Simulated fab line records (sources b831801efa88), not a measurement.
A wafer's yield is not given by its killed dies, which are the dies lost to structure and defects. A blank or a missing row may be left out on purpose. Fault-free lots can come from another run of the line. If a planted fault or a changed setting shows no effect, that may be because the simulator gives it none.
fab line records	flow sky130	part 1 of 2: steps 1 to 26 of 38
record: lots: 5	wafers: 15	lastDay: 50
route steps=708 shown CAP2M@609 METAL4@621 VIA4@639
lots with no fault: from the same line, run without faults
startH: start of the lot's first displayed wafer, in hours after the record's first day	waitH: hours from the lot's prior step to this one	" repeats the value in the row above	L1.1+2: a single row standing in for several wafers	- no value, or no start was given	* or withheld: withheld	< > ~ a bound
route shown NAME@n: NAME is a module with steps in the file, n the number in the route of the first one	usual: mean/standard deviation of fault-free wafers	same: alike in all rows	chamber/n: place in a boat	sites: per-site readings	_std_site: their standard deviation	_edge_site: outer sites' mean less inner sites'	radiusMm: for every site, how far away it sits from the centre of the wafer	mask NAME#n: copy n	behind: the tool/chamber that last shaped the wafer	hold: what put the lot on hold/how long, in hours/how the hold closed	device: which transistor (n, p or np) failed to switch	end of line: the same wafers' tests at the end of the route	for a step that has no rows: nothing shown but its recipe	killed: dies that structure and defects cost at the first sort, which is not the same as the wafer's yield	map: a wafer's dies, x killed, . not, _ none there
set.NAME: the setting the step ran with; set.NAME@STEP: the setting that earlier step ran with	model.NAME: the simulator's own value behind a step, which no gauge read
lots at selected steps of the route; one table per step, one row per wafer
services: a tool's chamber out of use, with start hour (startH, from the record's first day; less than 0 if before it), hours out, and reason
== steps ==
step: SKY_CAP2M_HMDS_06
recipe: primeTimeS: 60	primeTempC: 120
usual: primeTempC: 119.99/0.14
same: primeTimeS: 60
lot.wafer	tool	chamber	startH	waitH	primeTempC
L074.1	lithoTrack-01	0	940.77	0.1	119.78
L074.2	"	0	"	"	119.95
L074.3	"	0	"	"	119.94
L082.1	lithoTrack-01	0	1003.92	0.1	119.80
L082.2	"	0	"	"	119.98
L082.5	"	0	"	"	119.93
L084.1	lithoTrack-03	0	1010.23	0.1	119.90
L084.4	"	0	"	"	119.91
L084.5	"	0	"	"	119.99
L092.2	lithoTrack-03	0	1064.21	0.1	119.95
L092.3	"	0	"	"	120.12
L092.4	"	0	"	"	120.09
L095.1	lithoTrack-03	0	1083.13	0.1	120.21
L095.2	"	0	"	"	120.01
L095.3	"	0	"	"	120.03
step: SKY_CAP2M_COAT_07
recipe: resist: NOVOLAK	spinRpm: 3000	resistThkNm: 1140
usual: spinSpeedRpm: 2999.9/2
lot.wafer	tool	chamber	startH	waitH	spinSpeedRpm
L074.1	lithoTrack-01	0	940.92	0.1	3001.6
L074.2	"	0	"	"	3001.3
L074.3	"	0	"	"	3000.1
L082.1	lithoTrack-01	0	1004.07	0.1	3000.3
L082.2	"	0	"	"	3000.5
L082.5	"	0	"	"	2996.4
L084.1	lithoTrack-03	0	1010.38	0.1	3001.1
L084.4	"	0	"	"	3002.0
L084.5	"	0	"	"	3002.2
L092.2	lithoTrack-03	0	1064.36	0.1	3000.2
L092.3	"	0	"	"	3000.4
L092.4	"	0	"	"	2997.3
L095.1	lithoTrack-03	0	1083.28	0.1	3003.2
L095.2	"	0	"	"	3001.6
L095.3	"	0	"	"	2999.4
step: SKY_CAP2M_SOFTBAKE_08
recipe: tempC: 90	timeS: 60	resist: NOVOLAK
lot.wafer	tool	chamber	startH	waitH
L074.1+2+3	lithoTrack-01	0	941.07	0.1
L082.1+2+5	lithoTrack-01	0	1004.22	0.1
L084.1+4+5	lithoTrack-03	0	1010.53	0.1
L092.2+3+4	lithoTrack-03	0	1064.51	0.1
L095.1+2+3	lithoTrack-03	0	1083.43	0.1
step: SKY_CAP2M_EXPOSE_09
recipe: maskId: CAP2M	na: 0.6	sourceShape: conventional	sigmaOuter: 0.6	polarization: unpolarized	targetCdNm: 1000	doseMj: 159
usual: stageVelMmS: 500.03/0.28
lot.wafer	tool	chamber	startH	waitH	mask	stageVelMmS
L074.1	ilineStepper-01	0	-	-	CAP2M#0	500.10
L074.2	"	0	"	"	CAP2M#0	500.28
L074.3	"	0	"	"	CAP2M#0	500.46
L082.1	ilineStepper-02	0	-	-	CAP2M#0	500.19
L082.2	"	0	"	"	CAP2M#0	500.31
L082.5	"	0	"	"	CAP2M#0	499.92
L084.1	ilineStepper-01	0	-	-	CAP2M#0	499.66
L084.4	"	0	"	"	CAP2M#0	500.10
L084.5	"	0	"	"	CAP2M#0	500.26
L092.2	ilineStepper-01	0	-	-	CAP2M#0	500.01
L092.3	"	0	"	"	CAP2M#0	500.10
L092.4	"	0	"	"	CAP2M#0	500.19
L095.1	ilineStepper-01	0	-	-	CAP2M#0	500.19
L095.2	"	0	"	"	CAP2M#0	500.14
L095.3	"	0	"	"	CAP2M#0	500.36
step: SKY_CAP2M_PEB_10
recipe: tempC: withheld	timeS: *	resist: NOVOLAK
lot.wafer	tool	chamber	startH	waitH
L074.1+2+3	lithoTrack-01	0	-	-
L082.1+2+5	lithoTrack-02	0	-	-
L084.1+4+5	lithoTrack-03	0	-	-
L092.2+3+4	lithoTrack-02	0	-	-
L095.1+2+3	lithoTrack-03	0	-	-
step: SKY_CAP2M_DEVELOP_11
recipe: resist: NOVOLAK	developer: TMAH	developTimeS: 60	devTempC: 23
lot.wafer	tool	chamber	startH	waitH
L074.1+2+3	lithoTrack-01	0	953.27	0.1
L082.1+2+5	lithoTrack-02	0	1015.62	0.1
L084.1+4+5	lithoTrack-03	0	1021.93	0.1
L092.2+3+4	lithoTrack-02	0	1074.84	0.1
L095.1+2+3	lithoTrack-03	0	1093.43	0.1
step: SKY_CAP2M_OVL_MEAS_12
usual: CAP2M_OVL: 0.9/1.3
lot.wafer	tool	chamber	startH	waitH	CAP2M_OVL[nm]
L074.1	overlay-01	-	953.42	0.1	2.9
L074.2	"	-	"	"	2.8
L074.3	"	-	"	"	2.6
L082.1	overlay-01	-	1015.77	0.1	1.1
L082.2	"	-	"	"	1.1
L082.5	"	-	"	"	0.2
L084.1	overlay-01	-	1022.08	0.1	-2.1
L084.4	"	-	"	"	-0.8
L084.5	"	-	"	"	-0.6
L092.2	overlay-01	-	1074.97	0.1	1.5
L092.3	"	-	"	"	0.8
L092.4	"	-	"	"	1.3
L095.1	overlay-01	-	1093.58	0.1	1.5
L095.2	"	-	"	"	1.8
L095.3	"	-	"	"	0.9
step: SKY_CAP2M_METAL_ETCH_13
recipe: targetDepthNm: 220	stopOn: SiO2	chemistry: Cl2/BCl3	target: TiN	pressureMtorr: 10	icpW: 900	biasW: 48.5	Cl2_flow_sccm: 60	bcl3FlowSccm: 30	timeS: 62.9
usual: drypumpMotorCurrentA: 5.49/0.28	oesProductAu: 0.943/0.0074	throttleValvePct: 21.900/0.0097
lot.wafer	tool	chamber	startH	waitH	drypumpMotorCurrentA	oesProductAu	rfHoursCounterH	throttleValvePct
L074.1	rieMetal-03	1	953.46	0.0	5.35	0.943	4	21.906
L074.2	"	0	"	"	5.66	0.929	9	21.896
L074.3	"	1	"	"	5.37	0.943	-	21.903
L082.1	rieMetal-04	1	1015.80	0.0	5.31	0.932	19	21.899
L082.2	"	0	"	"	6.16	0.940	15	21.912
L082.5	"	0	"	"	6.16	0.936	-	21.895
L084.1	rieMetal-03	0	1022.12	0.0	5.70	0.951	12	21.892
L084.4	"	0	"	"	5.62	0.942	-	21.894
L084.5	"	0	"	"	5.67	0.954	-	21.893
L092.2	rieMetal-02	1	1075.00	0.0	5.41	0.953	11	21.899
L092.3	"	0	"	"	5.05	0.953	-	21.887
L092.4	"	1	"	"	5.44	0.946	-	21.892
L095.1	rieMetal-03	1	1093.62	0.0	5.34	0.954	12	21.892
L095.2	"	0	"	"	5.70	0.948	16	21.913
L095.3	"	1	"	"	5.34	0.962	-	21.873
step: SKY_CAP2M_STRIP_14
recipe: chemistry: O2/N2	powerW: 1400	pressureMtorr: 1500	platenTempC: withheld	o2FlowSccm: 3000	n2FlowSccm: 300	overashFraction: 0.5
usual: drypumpMotorCurrentA: 6.1/0.49	oesProductAu: 0.709/0.0049	stripTimeToEndpointS: 12.69/0.036
lot.wafer	tool	chamber	startH	waitH	drypumpMotorCurrentA	oesProductAu	rfHoursCounterH	stripTimeToEndpointS
L074.1	plasmaAsher-03	1	953.54	0.1	5.9	0.716	79	12.64
L074.2	"	0	"	"	6.7	0.710	79	12.70
L074.3	"	0	"	"	6.7	0.711	-	12.65
L082.1	plasmaAsher-01	1	1015.88	0.1	6.0	0.707	57	12.63
L082.2	"	0	"	"	6.6	0.702	57	12.67
L082.5	"	0	"	"	6.6	0.715	-	12.68
L084.1	plasmaAsher-01	0	1022.19	0.1	6.6	0.706	58	12.74
L084.4	"	1	"	"	6.0	0.710	-	12.73
L084.5	"	0	"	"	6.6	0.706	-	12.69
L092.2	plasmaAsher-03	0	1075.08	0.1	6.6	0.701	91	12.70
L092.3	"	0	"	"	6.7	0.706	-	12.69
L092.4	"	1	"	"	5.9	0.702	-	12.71
L095.1	plasmaAsher-02	0	1093.70	0.1	5.6	0.715	36	12.77
L095.2	"	1	"	"	5.4	0.707	36	12.73
L095.3	"	1	"	"	5.4	0.715	-	12.70
step: SKY_CAP2M_STRIP_15
recipe: chemistry: postEtchResidueRemover	timeS: 1200	tempC: 72.5
lot.wafer	tool	chamber	startH	waitH
L074.1+2+3	wetBench-02	2	953.64	0.1
L082.1+2+5	wetBench-02	1	1015.98	0.1
L084.1+4+5	wetBench-03	3	1022.29	0.1
L092.2+3+4	wetBench-02	1	1075.18	0.1
L095.1+2+3	wetBench-01	2	1093.80	0.1
step: SKY_CAP2M_CLEAN_16
recipe: chemistry: IPA	timeS: 180	tempC: 25
lot.wafer	tool	chamber	startH	waitH
L074.1+2+3	wetBench-03	3	953.98	0.0
L082.1+2+5	wetBench-01	0	1016.32	0.0
L084.1+4+5	wetBench-02	0	1022.64	0.0
L092.2+3+4	wetBench-01	2	1075.52	0.0
L095.1+2+3	wetBench-02	1	1094.14	0.0
step: SKY_CAP2M_CLEAN_17
recipe: chemistry: O3/DIW	dry: n2Spin
lot.wafer	tool	chamber	startH	waitH
L074.1+2+3	wetBench-01	2	954.04	0.0
L082.1+2+5	wetBench-02	0	1016.38	0.0
L084.1+4+5	wetBench-03	1	1022.70	0.0
L092.2+3+4	wetBench-02	0	1075.58	0.0
L095.1+2+3	wetBench-01	3	1094.20	0.0
step: SKY_METAL4_DEHYDRATE_05
recipe: tempC: 200	timeS: 60
lot.wafer	tool	chamber	startH	waitH
L074.1+2+3	lithoTrack-02	0	965.47	11.3
L082.1+2+5	lithoTrack-02	0	1027.12	10.6
L084.1+4+5	lithoTrack-02	0	1033.42	10.6
L092.2+3+4	lithoTrack-02	0	1085.64	10.0
L095.1+2+3	lithoTrack-02	0	1103.87	9.6
step: SKY_METAL4_HMDS_06
recipe: primeTimeS: 60	primeTempC: 120
usual: primeTempC: 119.99/0.13
same: primeTimeS: 60
lot.wafer	tool	chamber	startH	waitH	primeTempC
L074.1	lithoTrack-02	0	965.62	0.1	119.70
L074.2	"	0	"	"	120.16
L074.3	"	0	"	"	119.83
L082.1	lithoTrack-02	0	1027.27	0.1	119.98
L082.2	"	0	"	"	120.02
L082.5	"	0	"	"	119.93
L084.1	lithoTrack-02	0	1033.57	0.1	119.94
L084.4	"	0	"	"	120.24
L084.5	"	0	"	"	119.88
L092.2	lithoTrack-02	0	1085.79	0.1	119.95
L092.3	"	0	"	"	119.87
L092.4	"	0	"	"	120.16
L095.1	lithoTrack-02	0	1104.02	0.1	119.92
L095.2	"	0	"	"	119.96
L095.3	"	0	"	"	120.06
step: SKY_METAL4_COAT_07
recipe: resist: BARC	tempC: withheld	timeS: withheld	spinRpm: 3000	resistThkNm: 60
usual: spinSpeedRpm: 2999.9/1.9
lot.wafer	tool	chamber	startH	waitH	spinSpeedRpm
L074.1	lithoTrack-02	0	965.77	0.1	2999.4
L074.2	"	0	"	"	2999.3
L074.3	"	0	"	"	3000.4
L082.1	lithoTrack-02	0	1027.42	0.1	3001.3
L082.2	"	0	"	"	2998.3
L082.5	"	0	"	"	3001.5
L084.1	lithoTrack-02	0	1033.72	0.1	2999.0
L084.4	"	0	"	"	2999.5
L084.5	"	0	"	"	2998.5
L092.2	lithoTrack-02	0	1085.94	0.1	3001.1
L092.3	"	0	"	"	2997.8
L092.4	"	0	"	"	2996.5
L095.1	lithoTrack-02	0	1104.17	0.1	2996.6
L095.2	"	0	"	"	2999.2
L095.3	"	0	"	"	2997.3
step: SKY_METAL4_COAT_08
recipe: resist: KrF-thick	spinRpm: 3000	resistThkNm: 1140
usual: spinSpeedRpm: 3000.5/1.9
lot.wafer	tool	chamber	startH	waitH	spinSpeedRpm
L074.1	lithoTrack-02	0	-	-	3001.9
L074.2	"	0	"	"	3002.6
L074.3	"	0	"	"	3003.1
L082.1	lithoTrack-02	0	-	-	3001.9
L082.2	"	0	"	"	3001.7
L082.5	"	0	"	"	3003.0
L084.1	lithoTrack-02	0	-	-	2998.3
L084.4	"	0	"	"	2996.6
L084.5	"	0	"	"	3000.6
L092.2	lithoTrack-02	0	-	-	3002.2
L092.3	"	0	"	"	2998.1
L092.4	"	0	"	"	2999.0
L095.1	lithoTrack-02	0	-	-	3000.6
L095.2	"	0	"	"	3000.5
L095.3	"	0	"	"	3001.3
step: SKY_METAL4_SOFTBAKE_09
recipe: tempC: 100	timeS: 90	resist: KrF-thick
lot.wafer	tool	chamber	startH	waitH
L074.1+2+3	lithoTrack-02	0	-	-
L082.1+2+5	lithoTrack-02	0	-	-
L084.1+4+5	lithoTrack-02	0	-	-
L092.2+3+4	lithoTrack-02	0	-	-
L095.1+2+3	lithoTrack-02	0	-	-
step: SKY_METAL4_EXPOSE_10
recipe: maskId: MM4	na: 0.68	sourceShape: annular	sigmaInner: 0.4	sigmaOuter: 0.8	targetCdNm: 300	doseMj: 28
usual: stageVelMmS: 499.98/0.24
same: sigmaInner: 0.4
lot.wafer	tool	chamber	startH	waitH	mask	stageVelMmS
L074.1	krfScanner-02	0	-	-	MM4#0	500.06
L074.2	"	0	"	"	MM4#0	499.31
L074.3	"	0	"	"	MM4#0	499.85
L082.1	krfScanner-01	0	-	-	MM4#0	499.85
L082.2	"	0	"	"	MM4#0	499.85
L082.5	"	0	"	"	MM4#0	500.03
L084.1	krfScanner-01	0	-	-	MM4#0	499.98
L084.4	"	0	"	"	MM4#0	499.96
L084.5	"	0	"	"	MM4#0	500.06
L092.2	krfScanner-01	0	-	-	MM4#0	500.09
L092.3	"	0	"	"	MM4#0	499.97
L092.4	"	0	"	"	MM4#0	499.43
L095.1	krfScanner-01	0	-	-	MM4#0	500.14
L095.2	"	0	"	"	MM4#0	499.97
L095.3	"	0	"	"	MM4#0	500.11
step: SKY_METAL4_PEB_11
recipe: pebTempC: withheld	pebTimeS: withheld	resist: KrF-thick
lot.wafer	tool	chamber	startH	waitH
L074.1+2+3	lithoTrack-04	0	-	-
L082.1+2+5	lithoTrack-04	0	-	-
L084.1+4+5	lithoTrack-01	0	-	-
L092.2+3+4	lithoTrack-02	0	-	-
L095.1+2+3	lithoTrack-04	0	-	-
step: SKY_METAL4_DEVELOP_12
recipe: developTimeS: 60	resist: KrF-thick	devTempC: 21
lot.wafer	tool	chamber	startH	waitH
L074.1+2+3	lithoTrack-04	0	-	-
L082.1+2+5	lithoTrack-04	0	-	-
L084.1+4+5	lithoTrack-01	0	-	-
L092.2+3+4	lithoTrack-02	0	-	-
L095.1+2+3	lithoTrack-04	0	-	-
step: SKY_METAL4_CD_MEAS_13
recipe: targetCdNm: 300
usual: cdNm: 299.9/1.5
lot.wafer	tool	chamber	startH	waitH	cdNm
L074.1	cdSem-02	-	978.15	-	302.0
L074.2	"	-	"	"	302.2
L074.3	"	-	"	"	300.5
L082.1	cdSem-01	-	1039.05	-	298.6
L082.2	"	-	"	"	299.4
L082.5	"	-	"	"	300.2
L084.1	cdSem-01	-	1045.02	-	298.7
L084.4	"	-	"	"	298.6
L084.5	"	-	"	"	298.4
L092.2	cdSem-01	-	1095.49	-	299.4
L092.3	"	-	"	"	300.5
L092.4	"	-	"	"	301.1
L095.1	cdSem-01	-	1114.50	-	302.2
L095.2	"	-	"	"	301.5
L095.3	"	-	"	"	301.8
step: SKY_METAL4_OVL_MEAS_14
usual: METAL4_OVL: 2/6.5
lot.wafer	tool	chamber	startH	waitH	METAL4_OVL[nm]
L074.1	overlay-01	-	978.27	0.1	11
L074.2	"	-	"	"	8
L074.3	"	-	"	"	4
L082.1	overlay-02	-	1039.17	0.1	1
L082.2	"	-	"	"	-2
L082.5	"	-	"	"	7
L084.1	overlay-02	-	1045.14	0.1	0
L084.4	"	-	"	"	-9
L084.5	"	-	"	"	-2
L092.2	overlay-01	-	1095.59	0.1	0
L092.3	"	-	"	"	-8
L092.4	"	-	"	"	-4
L095.1	overlay-01	-	1114.62	0.1	2
L095.2	"	-	"	"	-10
L095.3	"	-	"	"	-4
step: SKY_METAL4_DESCUM_15
recipe: chemistry: O2	sourcePowerW: 150	biasPowerW: 0	pressureMtorr: 10	tempC: 40	timeS: 8
usual: drypumpMotorCurrentA: 5.8/0.49	oesProductAu: 0.997/0.0086
lot.wafer	tool	chamber	startH	waitH	drypumpMotorCurrentA	oesProductAu	rfHoursCounterH
L074.1	rieMetal-01	1	978.30	0.0	6.5	0.991	5
L074.2	"	0	"	"	5.7	1.006	11
L074.3	"	1	"	"	6.5	0.986	-
L082.1	rieMetal-04	1	1039.20	0.0	5.3	0.996	21
L082.2	"	0	"	"	6.1	0.982	17
L082.5	"	0	"	"	6.1	0.986	-
L084.1	rieMetal-02	1	1045.18	0.0	5.4	1.006	9
L084.4	"	1	"	"	5.4	1.004	-
L084.5	"	1	"	"	5.4	1.000	-
L092.2	rieMetal-04	0	1095.62	0.0	6.2	0.991	23
L092.3	"	0	"	"	6.2	0.991	-
L092.4	"	1	"	"	5.3	0.992	-
L095.1	rieMetal-01	0	1114.66	0.0	5.7	1.009	21
L095.2	"	1	"	"	6.5	0.991	14
L095.3	"	1	"	"	6.5	0.986	-
step: SKY_METAL4_ETCH_16
recipe: chemistry: N2/H2	target: BARC	ionEnergyEv: 200	biasW: 100	pressureMtorr: 30	n2FlowSccm: 100	h2FlowSccm: 200	icpW: 500	stopOn: SiO2	timeS: 88.2	targetDepthA: 600
usual: drypumpMotorCurrentA: 5.8/0.49	oesProductAu: 0.626/0.0046	throttleValvePct: 13.205/0.0088
lot.wafer	tool	chamber	startH	waitH	drypumpMotorCurrentA	oesProductAu	rfHoursCounterH	throttleValvePct
L074.1	rieMetal-01	1	978.34	0.0	6.5	0.633	5	13.206
L074.2	"	0	"	"	5.7	0.629	11	13.193
L074.3	"	1	"	"	6.5	0.619	-	13.219
L082.1	rieMetal-04	1	1039.24	0.0	5.3	0.616	21	13.193
L082.2	"	0	"	"	6.2	0.635	17	13.230
L082.5	"	0	"	"	6.2	0.631	-	13.212
L084.1	rieMetal-02	1	1045.21	0.0	5.4	0.628	9	13.206
L084.4	"	1	"	"	5.4	0.626	-	13.197
L084.5	"	1	"	"	5.4	0.623	-	13.203
L092.2	rieMetal-04	0	1095.66	0.0	6.1	0.633	23	13.208
L092.3	"	0	"	"	6.2	0.626	-	13.206
L092.4	"	1	"	"	5.3	0.616	-	13.195
L095.1	rieMetal-01	0	1114.69	0.0	5.7	0.625	21	13.207
L095.2	"	1	"	"	6.6	0.628	14	13.201
L095.3	"	1	"	"	6.5	0.634	-	13.216
step: SKY_METAL4_ETCH_17
recipe: target: SiO2	stopOn: TiN	chemistry: C4F8/O2/Ar	sourceW: 1500	biasW: 1200	pressureMtorr: 40	c4f8FlowSccm: withheld	O2_flow_sccm: 6	Ar_flow_sccm: 300	timeS: 3.9	targetDepthA: 150
usual: oesProductAu: 0.756/0.0074
lot.wafer	tool	chamber	startH	waitH	oesProductAu	rfHoursCounterH
L074.1	rieDiel-02	2	978.43	0.1	0.741	24
L074.2	"	1	"	"	0.735	10
L074.3	"	0	"	"	0.754	7
L082.1	rieDiel-04	0	1039.33	0.1	0.760	12
L082.2	"	3	"	"	0.751	12
L082.5	"	3	"	"	0.761	-
L084.1	rieDiel-04	0	1045.31	0.1	0.753	12
L084.4	"	1	"	"	0.760	6
L084.5	"	0	"	"	0.756	-
L092.2	rieDiel-01	0	1095.75	0.1	0.754	7
L092.3	"	2	"	"	0.757	14
L092.4	"	3	"	"	0.756	11
L095.1	rieDiel-01	2	1114.79	0.1	0.768	14
L095.2	"	0	"	"	0.742	7
L095.3	"	3	"	"	0.763	12
step: SKY_METAL4_METAL_ETCH_18
recipe: targetDepthA: 8450	stopOn: SiO2	overEtchFrac: 0.3	timeS: 183.1	chemistry: Cl2/BCl3	resistSidewallDeg: 88	pressureMtorr: 10	icpW: 900	biasW: 48.5	Cl2_flow_sccm: 60	bcl3FlowSccm: 30
usual: drypumpMotorCurrentA: 5.7/0.51	oesProductAu: 0.865/0.0057	throttleValvePct: 22.264/0.0089
lot.wafer	tool	chamber	startH	waitH	drypumpMotorCurrentA	oesProductAu	rfHoursCounterH	throttleValvePct
L074.1	rieMetal-02	0	978.45	0.0	5.0	0.870	10	22.270
L074.2	"	1	"	"	5.4	0.865	5	22.253
L074.3	"	0	"	"	5.1	0.856	-	22.261
L082.1	rieMetal-01	0	1039.35	0.0	5.7	0.856	15	22.270
L082.2	"	1	"	"	6.5	0.861	8	22.254
L082.5	"	1	"	"	6.5	0.868	-	22.267
L084.1	rieMetal-01	1	1045.33	0.0	6.5	0.864	9	22.262
L084.4	"	0	"	"	5.7	0.866	-	22.258
L084.5	"	0	"	"	5.7	0.858	-	22.268
L092.2	rieMetal-01	0	1095.77	0.0	5.7	0.851	19	22.264
L092.3	"	0	"	"	5.7	0.868	-	22.261
L092.4	"	1	"	"	6.5	0.861	-	22.271
L095.1	rieMetal-02	1	1114.80	0.0	5.4	0.861	14	22.268
L095.2	"	0	"	"	5.0	0.866	20	22.274
L095.3	"	0	"	"	5.0	0.865	-	22.263
